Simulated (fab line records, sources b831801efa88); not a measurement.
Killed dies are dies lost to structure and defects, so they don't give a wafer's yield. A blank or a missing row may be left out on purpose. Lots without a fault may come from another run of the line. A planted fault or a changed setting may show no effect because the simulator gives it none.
fab line records | flow sky130
record lots=13 wafers=38 last_day=50
route steps=708 shown FIELD_ISO@15 VT_ADJUST_PCH@153 RES_XHIGH@360 LI_CONTACT@381 PAD_OPEN@708
lots that met no fault: from a run of the same line without faults
start_h: hours from the record's first day to the start of the lot's first wafer shown | wait_h: hours since the lot's step before | " the same as in the row above | L1.1+2: a row that stands for several wafers | - no value, or no start given | * or withheld: withheld | < > ~ a bound
route shown NAME@n: a module of which the file shows steps, and the number in the route of the first | usual: mean/standard deviation of fault-free wafers | same: alike in all rows | chamber/n: place in a boat | sites: the reading at each site | _std_site: their standard deviation | _edge_site: outer sites' mean less inner sites' | radius_mm: how far each site lies from the wafer's centre | mask NAME#n: copy n | behind: the tool/chamber that last shaped the wafer | hold: why the lot was held/for how many hours/how that ended | device: the transistor (n, p or np) that didn't switch | end of line: the same wafers' tests at the end of the route | a step without rows: its recipe alone | killed: dies lost to structure and defects at the first sort, not the wafer's yield | map: a wafer's dies, x killed, . not, _ none there
set.NAME: the setting as run; set.NAME@STEP: as run at that earlier step | model.NAME: the simulator's own value behind a step, which no gauge read
steps of the route over a sample of lots; a table a step, a row a wafer
services: from which hour (start_h, from the record's first day; less than 0 if before it) a tool's chamber was out of use, for how many hours, and why
## steps
# step SKY_FIELD_ISO_ETCH_14
# recipe chemistry=N2/H2 target=BARC ion_energy_ev=200 source_w=500 bias_w=100 pressure_mtorr=30 n2_flow_sccm=100 h2_flow_sccm=200 stop_on=SiO2 time_s=45.9 target_depth_a=600
# usual drypump_motor_current_A=5.6/0.44 oes_product_au=0.853/0.0048 run_length_s=74.1/0.36 throttle_valve_pct=13.224/0.01
# columns lot.wafer tool chamber start_h wait_h drypump_motor_current_A oes_product_au rf_hours_counter_h run_length_s throttle_valve_pct
L303.2 rie_diel-01 3 29.21 0.1 5.7 0.853 28 74.2 13.216
L303.4 " 2 " " 4.7 0.854 162 74.9 13.223
L303.6 " 3 " " 5.7 0.840 - 74.5 13.229
L304.2 rie_diel-04 0 34.05 0.1 5.9 0.850 5 74.3 13.216
L304.3 " 1 " " 6.0 0.856 25 73.5 13.224
L304.6 " 3 " " 5.6 0.855 - 73.7 13.241
L306.1 rie_diel-04 1 43.86 0.1 6.0 0.860 26 73.9 13.214
L306.3 " 3 " " 5.6 0.851 19 74.2 13.232
L306.4 " 2 " " 5.3 0.852 105 73.6 13.226
L307.1 rie_diel-01 0 50.76 0.1 5.7 0.860 6 74.1 13.238
L307.2 " 3 " " 5.7 0.860 28 74.5 13.205
L307.6 " 1 " " 5.2 0.865 - 74.6 13.226
L308.2 rie_diel-01 0 56.21 0.1 5.7 0.854 7 74.4 13.238
L308.4 " 3 " " 5.7 0.863 - 74.4 13.211
L308.5 " 1 " " 5.2 0.858 - 73.8 13.233
L312.2 rie_diel-04 1 75.61 0.1 6.0 0.856 27 73.8 13.227
L312.3 " 2 " " 5.3 0.847 106 74.1 13.237
L312.4 " 3 " " 5.6 0.854 19 74.3 13.224
L315.1 rie_diel-03 0 92.94 0.1 6.4 0.856 88 74.6 13.222
L315.2 " 3 " " 5.2 0.856 37 74.1 13.218
L315.3 " 2 " " 5.1 0.853 149 73.5 13.226
L316.1 rie_diel-01 3 96.99 0.1 5.7 0.846 29 74.3 13.226
L316.3 " 0 " " 5.7 0.858 7 73.8 13.220
L316.5 " 3 " " 5.7 0.856 - 74.2 13.239
L318.2 rie_diel-01 3 108.11 0.1 5.7 0.853 30 74.3 13.222
L318.5 " 0 " " 5.7 0.849 - 74.3 13.224
L318.6 " 3 " " 5.7 0.850 - 74.2 13.215
L320.1 rie_diel-04 1 115.81 0.1 6.0 0.863 27 73.6 13.223
L320.5 " 3 " " 5.6 0.844 - 73.9 13.226
L320.6 " 2 " " 5.3 0.928 - 69.6 13.222
L322.3 rie_diel-04 0 131.09 0.1 6.0 0.849 8 74.4 13.216
L322.6 " 2 " " 5.3 0.927 - 69.7 13.214
L326.1 rie_diel-01 3 151.46 0.1 5.7 0.852 31 74.4 13.207
L326.3 " 2 " " 4.7 0.845 0 74.5 13.228
L326.6 " 0 " " 5.7 0.851 - 74.0 13.226
L325.3 rie_diel-03 2 151.61 0.1 5.1 0.848 150 73.7 13.247
L325.4 " 0 " " 6.4 0.852 89 74.8 13.224
L325.5 " 0 " " 6.4 0.854 - 74.5 13.212
# step SKY_VT_ADJUST_PCH_TW_MEAS_10
# usual VT_ADJUST_PCH_TW=142.3/1
# columns lot.wafer tool chamber start_h wait_h VT_ADJUST_PCH_TW
L303.2 film_metro-02 - 216.17 0.1 140.7
L303.4 " - " " 141.9
L303.6 " - " " 141.7
L304.2 film_metro-03 - 222.64 0.1 142.4
L304.3 " - " " 141.8
L304.6 " - " " 142.8
L306.1 film_metro-03 - 235.71 0.1 142.5
L306.3 " - " " 142.6
L306.4 " - " " 142.7
L307.1 film_metro-01 - 250.01 0.1 143.9
L307.2 " - " " 143.6
L307.6 " - " " 143.6
L308.2 film_metro-01 - 253.13 0.1 143.6
L308.4 " - " " 144.4
L308.5 " - " " 143.3
L312.2 film_metro-03 - 286.07 0.1 141.9
L312.3 " - " " 142.4
L312.4 " - " " 142.1
L315.1 film_metro-03 - 309.07 0.1 141.3
L315.2 " - " " 141.5
L315.3 " - " " 140.4
L316.1 film_metro-03 - 334.47 0.1 141.2
L316.3 " - " " 141.6
L316.5 " - " " 141.9
L318.2 film_metro-03 - 355.57 0.1 140.7
L318.5 " - " " 141.3
L318.6 " - " " 141.1
L320.1 film_metro-01 - 376.52 0.1 143.3
L320.5 " - " " 142.7
L320.6 " - " " 142.5
L322.3 film_metro-02 - 390.04 0.1 141.3
L322.6 " - " " 141.2
L326.1 film_metro-01 - 423.78 0.1 142.5
L326.3 " - " " 141.8
L326.6 " - " " 141.5
L325.3 film_metro-02 - 425.54 0.1 141.2
L325.4 " - " " 141.5
L325.5 " - " " 141.1
# step SKY_SD_N_RS_MEAS_18
# recipe thk_meas_gauge=four-point-probe
# usual RES_XHIGH_RS=333.4/1.1
# columns lot.wafer tool chamber start_h wait_h RES_XHIGH_RS[ohm/sq]
L303.2 film_metro-02 - 627.47 0.1 333.7
L303.4 " - " " 332.4
L303.6 " - " " 333.5
L304.2 film_metro-03 - 641.23 0.1 331.1
L304.3 " - " " 330.6
L304.6 " - " " 331.4
L306.1 film_metro-03 - 665.15 0.1 332.3
L306.3 " - " " 333.1
L306.4 " - " " 333.7
L307.1 film_metro-01 - 673.66 0.1 333.3
L307.2 " - " " 333.4
L307.6 " - " " 332.6
L308.2 film_metro-01 - 675.37 0.1 333.0
L308.4 " - " " 333.0
L308.5 " - " " 332.0
L312.2 film_metro-01 - 713.31 0.1 332.8
L312.3 " - " " 334.7
L312.4 " - " " 334.6
L315.1 film_metro-01 - 734.97 0.1 333.1
L315.2 " - " " 333.5
L315.3 " - " " 332.8
L316.1 film_metro-02 - 761.36 0.1 334.0
L316.3 " - " " 333.7
L316.5 " - " " 334.4
L318.2 film_metro-03 - 789.58 0.1 333.5
L318.5 " - " " 333.8
L318.6 " - " " 332.8
L320.1 film_metro-01 - 804.20 0.1 332.7
L320.5 " - " " 332.3
L320.6 " - " " 332.0
L322.3 film_metro-03 - 816.74 0.1 332.3
L322.6 " - " " 333.9
L326.1 film_metro-01 - 838.65 0.1 333.9
L326.3 " - " " 334.8
L326.6 " - " " 334.1
L325.3 film_metro-01 - 843.15 0.1 333.9
L325.4 " - " " 334.2
L325.5 " - " " 333.3
# step SKY_LI_CONTACT_SPUTTER_19
# recipe material=Ti target_thk_nm=20 chamber_pressure_pa=5 power_w=2500 substrate_temp_c=200 time_s=106.37
# usual throttle_valve_pct=30.0/1.2
# columns lot.wafer tool chamber start_h wait_h throttle_valve_pct
L303.2 pvd_sputter-02 - 657.05 0.0 28.2
L303.4 " - " " 30.9
L303.6 " - " " 28.0
L304.2 pvd_sputter-02 - 670.28 0.0 29.3
L304.3 " - " " 30.9
L304.6 " - " " 29.1
L306.1 pvd_sputter-02 - 694.16 0.0 28.0
L306.3 " - " " 31.2
L306.4 " - " " 30.9
L307.1 pvd_sputter-03 - 702.16 0.0 29.0
L307.2 " - " " 32.0
L307.6 " - " " 30.8
L308.2 pvd_sputter-01 - 703.85 0.0 28.1
L308.4 " - " " 30.4
L308.5 " - " " 31.3
L312.2 pvd_sputter-02 - 741.50 0.0 30.6
L312.3 " - " " 30.9
L312.4 " - " " 28.9
L315.1 pvd_sputter-01 - 763.06 0.0 31.2
L315.2 " - " " 30.1
L315.3 " - " " 28.0
L316.1 pvd_sputter-01 - 789.54 0.0 29.9
L316.3 " - " " 30.1
L316.5 " - " " 28.0
L318.2 pvd_sputter-01 - 817.42 0.0 28.2
L318.5 " - " " 30.2
L318.6 " - " " 28.1
L320.1 pvd_sputter-01 - 831.30 0.0 30.3
L320.5 " - " " 28.1
L320.6 " - " " 29.7
L322.3 pvd_sputter-03 - 844.13 0.0 29.0
L322.6 " - " " 32.5
L326.1 pvd_sputter-02 - 866.01 0.0 28.1
L326.3 " - " " 30.7
L326.6 " - " " 30.9
L325.3 pvd_sputter-01 - 870.98 0.0 31.5
L325.4 " - " " 30.3
L325.5 " - " " 30.0
# step SKY_PAD_OPEN_PROBE_99
# usual killed_at_M0_to_M3=44/7.3 killed_at_M4_up=3.2/1.8 killed_at_contacts=24/5.4 killed_at_front_end=16/4.4 killed_at_other=0.3/0.48 killed_dies=86/9.5 killed_on_rim=17/4 killed_open=47/7.7 killed_short=39/6.4
# same gross_dies=492 killed_at_back_side=0
# columns lot.wafer tool chamber start_h wait_h killed_at_M0_to_M3 killed_at_M4_up killed_at_contacts killed_at_front_end killed_at_other killed_dies killed_on_rim killed_open killed_short
L318.2 prober-02 - 1176.44 0.1 57 6 26 18 0 107 24 51 56
L318.5 prober-02 - 1176.59 0.2 43 0 18 16 0 77 19 44 33
L318.6 prober-02 - 1176.64 0.2 38 4 21 21 0 84 16 40 44
L322.3 prober-01 - 1191.36 0.2 51 3 23 14 0 91 14 52 39
L322.6 prober-01 - 1191.51 0.2 56 4 13 21 0 94 15 49 45
# killed by level:class
L318.2 VIA3:geometric_particle:short=11 VIA2:geometric_particle:open=10 CONTACT:geometric_particle:open=8 LI_CONTACT:geometric_particle:open=7 VIA1:geometric_particle:open=7 LI_CONTACT:geometric_particle:short=6 FIELD_ISO:geometric_particle:short=5 METAL1:geometric_particle:short=5
L318.5 VIA1:geometric_particle:open=13 LI_CONTACT:geometric_particle:open=7 VIA1:geometric_particle:short=7 FIELD_ISO:geometric_particle:short=6 POLY_GATE:geometric_particle:open=6 VIA2:geometric_particle:open=5 METAL1:geometric_particle:short=4 VIA3:geometric_particle:open=4
L318.6 VIA1:geometric_particle:open=10 LI_CONTACT:geometric_particle:open=9 METAL1:geometric_particle:short=7 LOCAL_INTERCONNECT:geometric_particle:short=6 FIELD_ISO:geometric_particle:open=5 FIELD_ISO:geometric_particle:short=5 POLY_GATE:geometric_particle:short=5 VIA1:geometric_particle:short=5
L322.3 CONTACT:geometric_particle:open=10 VIA1:geometric_particle:open=9 VIA2:geometric_particle:open=8 METAL1:geometric_particle:short=6 VIA1:geometric_particle:short=6 METAL2:geometric_particle:short=6 VIA3:geometric_particle:open=6 FIELD_ISO:geometric_particle:short=4
L322.6 VIA1:geometric_particle:open=18 VIA2:geometric_particle:open=9 FIELD_ISO:geometric_particle:short=6 VIA3:geometric_particle:open=6 METAL1:geometric_particle:short=5 CONTACT:geometric_particle:open=5 VIA1:geometric_particle:short=4 METAL2:geometric_particle:short=4
## services
# columns tool chamber start_h hours kind
pvd_sputter-01 - 25.29 2.9 repair
rie_diel-01 2 47.76 10.7 repair
rie_diel-01 1 63.55 2.5 repair
pvd_sputter-01 - 73.98 2.1 repair
rie_diel-01 1 104.35 13.0 repair
pvd_sputter-01 - 124.56 14.9 repair
pvd_sputter-01 - 166.03 4.1 repair
pvd_sputter-01 - 211.10 4.4 repair
rie_diel-01 3 226.50 1.2 repair
rie_diel-01 - 248.01 2.8 pm
rie_diel-01 3 284.55 8.1 repair
rie_diel-01 1 310.03 13.2 repair
rie_diel-01 - 345.29 4.0 pm
rie_diel-01 3 393.94 2.6 repair
rie_diel-01 1 421.69 3.9 repair
rie_diel-01 1 436.87 11.6 repair
rie_diel-01 - 455.29 14.7 repair
rie_diel-01 2 527.07 22.2 repair
rie_diel-01 3 545.17 4.5 repair
rie_diel-01 2 554.23 4.6 repair
rie_diel-01 - 576.76 0.4 repair
rie_diel-01 3 594.73 2.4 repair
pvd_sputter-01 - 640.19 2.8 repair
rie_diel-01 0 692.06 2.7 repair
## key
first_sign step=SKY_FIELD_ISO_ETCH_14 reading=oes_product_au direction=up sigmas=16 usual=0.853 struck=0.927
effect step=SKY_FIELD_ISO_ETCH_14 reading=run_length_s direction=down sigmas=13 usual=* struck=*
met_at SKY_FIELD_ISO_ETCH_14
struck_lots L320,L322
struck_wafers L320.6,L322.6
tester_left_out L320,L322
not_acting_at SKY_VT_ADJUST_PCH_TW_MEAS_10,SKY_SD_N_RS_MEAS_18,SKY_LI_CONTACT_SPUTTER_19
onset_between 75.61 115.81
fault kind=process_parameter_drift tool=rie_diel-04 chamber=- onset_h=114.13 steps=SKY_FIELD_ISO_ETCH_14 channel=time_s offset=* shape=step end_h=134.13 scope=struck_wafers_only acts_in=* stated=*
# tester_left_out: of these lots the tester's yield and bins aren't shown, on N5 and GAA mostly nor the transistor test; their killed dies are dies lost to structure and defects alone, not to doping, threshold or leakage, so they don't give the yield
